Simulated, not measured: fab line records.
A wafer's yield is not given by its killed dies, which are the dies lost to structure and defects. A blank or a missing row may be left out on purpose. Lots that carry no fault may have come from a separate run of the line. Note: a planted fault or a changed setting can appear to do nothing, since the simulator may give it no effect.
fab line records :: flow sky130 :: part 2 of 2: steps 43 to 44 of 44
record
  lots=6
  wafers=18
  last_day=50
route steps=708 shown SONOS_TUNNEL@160 SONOS_ONO@168 GATE_OXIDE@187 PAD_OPEN@708
lots untouched by any fault: they come from a run of this same line in which no faults occurred
start_h: the number of hours between the record's first day and the start of the first shown wafer of the lot :: wait_h: time in hours since the lot's previous step :: " the same as in the row above :: L1.1+2: one row covering several wafers at once :: - no value present, or no start provided :: * or withheld: withheld :: < > ~ a bound
route shown NAME@n: a module of which the file shows steps, and the number in the route of the first :: usual: the fault-free wafers' mean and standard deviation :: same: alike in all rows :: chamber/n: place in a boat :: sites: per-site readings :: _std_site: how widely they spread, as a standard deviation :: _edge_site: the outer-site mean with the inner-site mean subtracted :: radius_mm: for every site, how far away it sits from the centre of the wafer :: mask NAME#n: copy n :: behind: the last tool/chamber to shape the wafer :: hold: what put the lot on hold/how long, in hours/how the hold closed :: device: which transistor (n, p or np) failed to switch :: end of line: tests of these same wafers at the route's end :: a step without rows: its recipe alone :: killed: dies lost to structure and defects at the first sort, not the wafer's yield :: map: a wafer's dies, marking killed ones x, the rest . and places with no die _
set.NAME: the run value of the setting; set.NAME@STEP: its run value at that earlier step :: model.NAME: the simulator's own value behind a step, which no gauge read
a table for each step, a row for each wafer; lots at some steps of the route
services: a tool's chamber out of use, with start hour (start_h, from the record's first day; less than 0 if before it), hours out, and reason
## steps
# step SKY_GATE_OXIDE_CLEAN_15
# recipe
  chemistry=SC1/SC2
  mix=1:4:20
  temp_c=70
  time_s=150
  dry=n2_spin
lot.wafer: L921.3
tool: wet_bench-04
chamber: 3
start_h: 331.62
wait_h: 0.0
model.SiO2_of_SONOS_ONO_CVD_04.thk_nm: 4.265

lot.wafer: L921.5
tool: wet_bench-04
chamber: 3
start_h: 331.62
wait_h: 0.0
model.SiO2_of_SONOS_ONO_CVD_04.thk_nm: 4.336

lot.wafer: L921.6
tool: wet_bench-04
chamber: 3
start_h: 331.62
wait_h: 0.0
model.SiO2_of_SONOS_ONO_CVD_04.thk_nm: 4.248

lot.wafer: L922.1
tool: wet_bench-01
chamber: 3
start_h: 341.87
wait_h: 0.1
model.SiO2_of_SONOS_ONO_CVD_04.thk_nm: 4.175

lot.wafer: L922.4
tool: wet_bench-01
chamber: 3
start_h: 341.87
wait_h: 0.1
model.SiO2_of_SONOS_ONO_CVD_04.thk_nm: 4.298

lot.wafer: L922.5
tool: wet_bench-01
chamber: 3
start_h: 341.87
wait_h: 0.1
model.SiO2_of_SONOS_ONO_CVD_04.thk_nm: 4.259

lot.wafer: L924.2
tool: wet_bench-04
chamber: 1
start_h: 355.60
wait_h: 0.0
model.SiO2_of_SONOS_ONO_CVD_04.thk_nm: 4.237

lot.wafer: L924.5
tool: wet_bench-04
chamber: 1
start_h: 355.60
wait_h: 0.0
model.SiO2_of_SONOS_ONO_CVD_04.thk_nm: 4.162

lot.wafer: L924.6
tool: wet_bench-04
chamber: 1
start_h: 355.60
wait_h: 0.0
model.SiO2_of_SONOS_ONO_CVD_04.thk_nm: 4.159

lot.wafer: L931.2
tool: wet_bench-02
chamber: 3
start_h: 417.44
wait_h: 0.0
model.SiO2_of_SONOS_ONO_CVD_04.thk_nm: 7.388

lot.wafer: L931.4
tool: wet_bench-02
chamber: 3
start_h: 417.44
wait_h: 0.0
model.SiO2_of_SONOS_ONO_CVD_04.thk_nm: 7.445

lot.wafer: L931.5
tool: wet_bench-02
chamber: 3
start_h: 417.44
wait_h: 0.0
model.SiO2_of_SONOS_ONO_CVD_04.thk_nm: 7.487

lot.wafer: L930.1
tool: wet_bench-04
chamber: 2
start_h: 421.39
wait_h: 0.1
model.SiO2_of_SONOS_ONO_CVD_04.thk_nm: 7.513

lot.wafer: L930.2
tool: wet_bench-04
chamber: 2
start_h: 421.39
wait_h: 0.1
model.SiO2_of_SONOS_ONO_CVD_04.thk_nm: 7.459

lot.wafer: L930.5
tool: wet_bench-04
chamber: 2
start_h: 421.39
wait_h: 0.1
model.SiO2_of_SONOS_ONO_CVD_04.thk_nm: 7.555

lot.wafer: L942.2
tool: wet_bench-04
chamber: 1
start_h: 510.19
wait_h: 0.0
model.SiO2_of_SONOS_ONO_CVD_04.thk_nm: 4.282

lot.wafer: L942.3
tool: wet_bench-04
chamber: 1
start_h: 510.19
wait_h: 0.0
model.SiO2_of_SONOS_ONO_CVD_04.thk_nm: 4.356

lot.wafer: L942.6
tool: wet_bench-04
chamber: 1
start_h: 510.19
wait_h: 0.0
model.SiO2_of_SONOS_ONO_CVD_04.thk_nm: 4.339
# step SKY_PAD_OPEN_PROBE_99
# usual
  killed_at_M0_to_M3=46/6.7
  killed_at_M4_up=3.3/2
  killed_at_contacts=24/5.4
  killed_at_front_end=15/4.3
  killed_at_other=0.4/0.64
  killed_dies=89/9.1
  killed_open=48/7.2
  killed_short=40/6.3
# same
  gross_dies=492
  killed_at_back_side=0
lot.wafer: L921.3
tool: prober-01
chamber: -
start_h: 1100.14
wait_h: 0.2
killed_at_M0_to_M3: 37
killed_at_M4_up: 6
killed_at_contacts: 21
killed_at_front_end: 13
killed_at_other: 2
killed_dies: 79
killed_open: 42
killed_short: 34

lot.wafer: L921.5
tool: prober-01
chamber: -
start_h: 1100.24
wait_h: 0.2
killed_at_M0_to_M3: 39
killed_at_M4_up: 3
killed_at_contacts: 29
killed_at_front_end: 19
killed_at_other: 1
killed_dies: 91
killed_open: 49
killed_short: 41

lot.wafer: L921.6
tool: prober-01
chamber: -
start_h: 1100.29
wait_h: 0.2
killed_at_M0_to_M3: 38
killed_at_M4_up: 1
killed_at_contacts: 18
killed_at_front_end: 21
killed_at_other: 0
killed_dies: 78
killed_open: 43
killed_short: 34

lot.wafer: L922.1
tool: prober-02
chamber: -
start_h: 1112.14
wait_h: 0.1
killed_at_M0_to_M3: 46
killed_at_M4_up: 6
killed_at_contacts: 27
killed_at_front_end: 15
killed_at_other: 0
killed_dies: 94
killed_open: 48
killed_short: 46

lot.wafer: L922.4
tool: prober-02
chamber: -
start_h: 1112.29
wait_h: 0.2
killed_at_M0_to_M3: 50
killed_at_M4_up: 4
killed_at_contacts: 25
killed_at_front_end: 17
killed_at_other: 0
killed_dies: 96
killed_open: 52
killed_short: 44

lot.wafer: L922.5
tool: prober-02
chamber: -
start_h: 1112.34
wait_h: 0.2
killed_at_M0_to_M3: 46
killed_at_M4_up: 4
killed_at_contacts: 23
killed_at_front_end: 28
killed_at_other: 1
killed_dies: 102
killed_open: 46
killed_short: 53

lot.wafer: L924.2
tool: prober-01
chamber: -
start_h: 1123.69
wait_h: 0.1
killed_at_M0_to_M3: 41
killed_at_M4_up: 3
killed_at_contacts: 17
killed_at_front_end: 18
killed_at_other: 0
killed_dies: 79
killed_open: 40
killed_short: 39

lot.wafer: L924.5
tool: prober-01
chamber: -
start_h: 1123.84
wait_h: 0.2
killed_at_M0_to_M3: 46
killed_at_M4_up: 1
killed_at_contacts: 32
killed_at_front_end: 14
killed_at_other: 2
killed_dies: 95
killed_open: 51
killed_short: 44

lot.wafer: L924.6
tool: prober-01
chamber: -
start_h: 1123.89
wait_h: 0.2
killed_at_M0_to_M3: 48
killed_at_M4_up: 4
killed_at_contacts: 31
killed_at_front_end: 14
killed_at_other: 0
killed_dies: 97
killed_open: 58
killed_short: 39

lot.wafer: L930.1
tool: prober-01
chamber: -
start_h: 1160.09
wait_h: 0.1
killed_at_M0_to_M3: 41
killed_at_M4_up: 2
killed_at_contacts: 23
killed_at_front_end: 18
killed_at_other: 0
killed_dies: 84
killed_open: 37
killed_short: 47

lot.wafer: L930.2
tool: prober-01
chamber: -
start_h: 1160.14
wait_h: 0.1
killed_at_M0_to_M3: 45
killed_at_M4_up: 8
killed_at_contacts: 23
killed_at_front_end: 21
killed_at_other: 0
killed_dies: 97
killed_open: 45
killed_short: 51

lot.wafer: L930.5
tool: prober-01
chamber: -
start_h: 1160.29
wait_h: 0.2
killed_at_M0_to_M3: 43
killed_at_M4_up: 3
killed_at_contacts: 22
killed_at_front_end: 10
killed_at_other: 0
killed_dies: 78
killed_open: 43
killed_short: 35

lot.wafer: L931.2
tool: prober-02
chamber: -
start_h: 1162.71
wait_h: 0.1
killed_at_M0_to_M3: 56
killed_at_M4_up: 2
killed_at_contacts: 32
killed_at_front_end: 11
killed_at_other: 0
killed_dies: 101
killed_open: 54
killed_short: 47

lot.wafer: L931.4
tool: prober-02
chamber: -
start_h: 1162.81
wait_h: 0.2
killed_at_M0_to_M3: 56
killed_at_M4_up: 4
killed_at_contacts: 30
killed_at_front_end: 9
killed_at_other: 0
killed_dies: 99
killed_open: 55
killed_short: 44

lot.wafer: L931.5
tool: prober-02
chamber: -
start_h: 1162.86
wait_h: 0.2
killed_at_M0_to_M3: 48
killed_at_M4_up: 4
killed_at_contacts: 32
killed_at_front_end: 9
killed_at_other: 0
killed_dies: 93
killed_open: 49
killed_short: 44

lot.wafer: L942.2
tool: prober-02
chamber: -
start_h: 1209.49
wait_h: 0.1
killed_at_M0_to_M3: 43
killed_at_M4_up: 0
killed_at_contacts: 23
killed_at_front_end: 14
killed_at_other: 0
killed_dies: 80
killed_open: 49
killed_short: 31

lot.wafer: L942.3
tool: prober-02
chamber: -
start_h: 1209.54
wait_h: 0.2
killed_at_M0_to_M3: 43
killed_at_M4_up: 4
killed_at_contacts: 20
killed_at_front_end: 16
killed_at_other: 0
killed_dies: 83
killed_open: 39
killed_short: 43

lot.wafer: L942.6
tool: prober-02
chamber: -
start_h: 1209.69
wait_h: 0.2
killed_at_M0_to_M3: 49
killed_at_M4_up: 5
killed_at_contacts: 26
killed_at_front_end: 13
killed_at_other: 1
killed_dies: 94
killed_open: 48
killed_short: 46
# killed by level:class
L921.3 FIELD_ISO:geometric_particle:open=7 LI_CONTACT:geometric_particle:open=7 VIA1:geometric_particle:open=7 VIA3:geometric_particle:open=7 CONTACT:geometric_particle:open=6 VIA1:geometric_particle:short=5 METAL4:geometric_particle:short=5 CONTACT:geometric_particle:short=4
L921.5 VIA1:geometric_particle:open=10 LOCAL_INTERCONNECT:geometric_particle:short=8 LI_CONTACT:geometric_particle:open=7 CONTACT:geometric_particle:open=7 FIELD_ISO:geometric_particle:open=6 VIA2:geometric_particle:short=6 VIA2:geometric_particle:open=6 POLY_GATE:geometric_particle:open=5
L921.6 POLY_GATE:geometric_particle:open=11 METAL2:geometric_particle:short=10 CONTACT:geometric_particle:open=9 VIA3:geometric_particle:open=6 VIA1:geometric_particle:open=5 VIA2:geometric_particle:open=5 METAL3:geometric_particle:short=5 FIELD_ISO:geometric_particle:open=4
L922.1 CONTACT:geometric_particle:open=14 VIA1:geometric_particle:open=9 METAL1:geometric_particle:short=7 METAL2:geometric_particle:short=7 VIA3:geometric_particle:short=6 VIA2:geometric_particle:open=6 FIELD_ISO:geometric_particle:open=5 CONTACT:geometric_particle:short=5
L922.4 CONTACT:geometric_particle:open=12 VIA1:geometric_particle:open=10 VIA2:geometric_particle:open=9 METAL2:geometric_particle:short=8 FIELD_ISO:geometric_particle:short=5 CONTACT:geometric_particle:short=5 METAL1:geometric_particle:short=5 VIA3:geometric_particle:open=5
L922.5 METAL1:geometric_particle:short=11 FIELD_ISO:geometric_particle:open=8 CONTACT:geometric_particle:open=8 FIELD_ISO:geometric_particle:short=6 CONTACT:geometric_particle:short=6 VIA1:geometric_particle:open=6 VIA2:geometric_particle:open=6 VIA3:geometric_particle:short=5
L924.2 LI_CONTACT:geometric_particle:open=6 METAL1:geometric_particle:short=6 VIA1:geometric_particle:open=6 POLY_GATE:geometric_particle:open=5 VIA3:geometric_particle:short=5 VIA3:geometric_particle:open=5 POLY_GATE:geometric_particle:short=4 LI_CONTACT:geometric_particle:short=4
L924.5 VIA1:geometric_particle:open=10 CONTACT:geometric_particle:open=10 LI_CONTACT:geometric_particle:open=9 METAL1:geometric_particle:short=8 VIA1:geometric_particle:short=6 METAL2:geometric_particle:short=6 CONTACT:geometric_particle:short=5 POLY_GATE:geometric_particle:open=4
L924.6 CONTACT:geometric_particle:open=11 VIA1:geometric_particle:open=11 LI_CONTACT:geometric_particle:open=8 VIA2:geometric_particle:open=8 VIA3:geometric_particle:open=7 METAL2:geometric_particle:short=6 FIELD_ISO:geometric_particle:short=5 CONTACT:geometric_particle:short=5
L930.1 VIA1:geometric_particle:open=11 POLY_GATE:geometric_particle:short=9 METAL2:geometric_particle:short=9 CONTACT:geometric_particle:open=8 VIA1:geometric_particle:short=7 LI_CONTACT:geometric_particle:open=6 CONTACT:geometric_particle:short=5 FIELD_ISO:geometric_particle:short=4
L930.2 CONTACT:geometric_particle:open=9 VIA1:geometric_particle:open=9 METAL1:geometric_particle:short=8 VIA3:geometric_particle:open=7 VIA1:geometric_particle:short=5 POLY_GATE:geometric_particle:open=4 POLY_CUT:geometric_particle:short=4 LOCAL_INTERCONNECT:geometric_particle:short=4
L930.5 VIA3:geometric_particle:open=11 METAL2:geometric_particle:short=8 CONTACT:geometric_particle:open=8 LOCAL_INTERCONNECT:geometric_particle:short=7 VIA2:geometric_particle:open=7 LI_CONTACT:geometric_particle:open=5 VIA1:geometric_particle:short=4 POLY_GATE:geometric_particle:short=3
L931.2 CONTACT:geometric_particle:open=12 VIA2:geometric_particle:open=9 VIA1:geometric_particle:open=9 LI_CONTACT:geometric_particle:open=7 CONTACT:geometric_particle:short=7 VIA3:geometric_particle:open=7 METAL1:geometric_particle:short=6 METAL2:geometric_particle:short=5
L931.4 VIA1:geometric_particle:open=15 CONTACT:geometric_particle:open=10 LI_CONTACT:geometric_particle:open=9 VIA3:geometric_particle:open=8 METAL2:geometric_particle:short=7 FIELD_ISO:geometric_particle:open=5 VIA2:geometric_particle:open=5 METAL1:geometric_particle:short=5
L931.5 CONTACT:geometric_particle:open=15 VIA3:geometric_particle:open=9 VIA1:geometric_particle:short=9 VIA1:geometric_particle:open=9 FIELD_ISO:geometric_particle:short=6 CONTACT:geometric_particle:short=6 LI_CONTACT:geometric_particle:open=6 METAL2:geometric_particle:short=6
L942.2 VIA1:geometric_particle:open=11 CONTACT:geometric_particle:open=8 VIA1:geometric_particle:short=7 VIA2:geometric_particle:open=6 LI_CONTACT:geometric_particle:open=5 LOCAL_INTERCONNECT:geometric_particle:short=5 VIA3:geometric_particle:open=5 FIELD_ISO:geometric_particle:open=4
L942.3 CONTACT:geometric_particle:open=10 METAL1:geometric_particle:short=10 VIA1:geometric_particle:open=10 FIELD_ISO:geometric_particle:short=7 VIA2:geometric_particle:open=6 POLY_GATE:geometric_particle:short=5 VIA1:geometric_particle:short=5 CONTACT:geometric_particle:short=4
L942.6 CONTACT:geometric_particle:open=12 VIA1:geometric_particle:open=9 METAL1:geometric_particle:short=8 LI_CONTACT:geometric_particle:open=6 VIA3:geometric_particle:open=6 VIA1:geometric_particle:short=6 METAL2:geometric_particle:short=5 FIELD_ISO:geometric_particle:open=4
## services
tool: plasma_asher-02
chamber: -
start_h: 256.03
hours: 1.3
kind: repair

tool: plasma_asher-04
chamber: -
start_h: 271.12
hours: 1.9
kind: repair

tool: wet_bench-02
chamber: -
start_h: 276.33
hours: 0.7
kind: repair

tool: rie_diel-04
chamber: 2
start_h: 299.86
hours: -
kind: clean

tool: rie_diel-01
chamber: 2
start_h: 304.52
hours: 34.0
kind: repair

tool: rie_diel-02
chamber: 3
start_h: 338.93
hours: 2.5
kind: repair

tool: rie_diel-01
chamber: 3
start_h: 346.51
hours: 3.4
kind: repair

tool: plasma_asher-02
chamber: -
start_h: 354.21
hours: 5.5
kind: pm

tool: rie_diel-04
chamber: 1
start_h: 357.00
hours: 1.3
kind: repair

tool: rie_diel-04
chamber: -
start_h: 387.11
hours: 2.8
kind: pm

tool: rie_diel-04
chamber: 2
start_h: 390.21
hours: 1.2
kind: repair

tool: plasma_asher-01
chamber: -
start_h: 394.69
hours: 12.0
kind: repair

tool: rie_diel-04
chamber: 1
start_h: 403.99
hours: 2.9
kind: repair

tool: wet_bench-01
chamber: -
start_h: 417.41
hours: 1.3
kind: repair

tool: lpcvd-03
chamber: -
start_h: 418.19
hours: 17.2
kind: pm

tool: rie_diel-01
chamber: 3
start_h: 419.32
hours: 35.4
kind: repair

tool: plasma_asher-03
chamber: -
start_h: 421.25
hours: 9.0
kind: pm

tool: wet_bench-02
chamber: -
start_h: 422.11
hours: 1.9
kind: pm

tool: rie_diel-04
chamber: -
start_h: 455.16
hours: 14.6
kind: pm

tool: plasma_asher-02
chamber: -
start_h: 463.51
hours: 2.4
kind: repair

tool: rie_diel-02
chamber: 3
start_h: 467.47
hours: 5.6
kind: repair

tool: rie_diel-02
chamber: 2
start_h: 483.10
hours: 5.0
kind: repair

tool: rie_diel-01
chamber: 2
start_h: 484.74
hours: 2.4
kind: repair

tool: rie_diel-01
chamber: 3
start_h: 492.05
hours: 1.2
kind: repair
## key
first_sign
  step=SKY_SONOS_ONO_CVD_04
  reading=susceptor_temp_C
  direction=up
  sigmas=99+
  usual=*
  struck=*
effect
  step=SKY_SONOS_ONO_CVD_04
  reading=spike_tc_centre_C
  direction=up
  sigmas=59
  usual=901.1
  struck=955.1
effect
  step=SKY_SONOS_ONO_THK_MEAS_05
  reading=SONOS_ONO_CVD_04_THK
  direction=up
  sigmas=33
  usual=5.75
  struck=8.99
model_effect
  step=SKY_SONOS_ONO_CVD_04
  value=SiO2_of_SONOS_ONO_CVD_04.thk_nm
  without=5.577
  struck=8.996
model_effect
  step=SKY_GATE_OXIDE_CLEAN_15
  value=SiO2_of_SONOS_ONO_CVD_04.thk_nm
  without=4.055
  struck=7.474
met_at SKY_SONOS_ONO_CVD_04
struck_wafers L930.1,L930.2,L930.5,L931.2,L931.4,L931.5
tester_left_out L930,L931
onset_between 298.14 356.31
fault
  kind=process_parameter_drift
  tool=lpcvd-03
  chamber=-
  onset_h=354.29
  steps=SKY_SONOS_ONO_CVD_04
  channel=temp_c
  offset=*
  shape=step
  end_h=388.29
  stated=*
# tester_left_out: of these lots the tester's yield and bins aren't shown, on N5 and GAA mostly nor the transistor test; their killed dies are dies lost to structure and defects alone, not to doping, threshold or leakage, so they don't give the yield
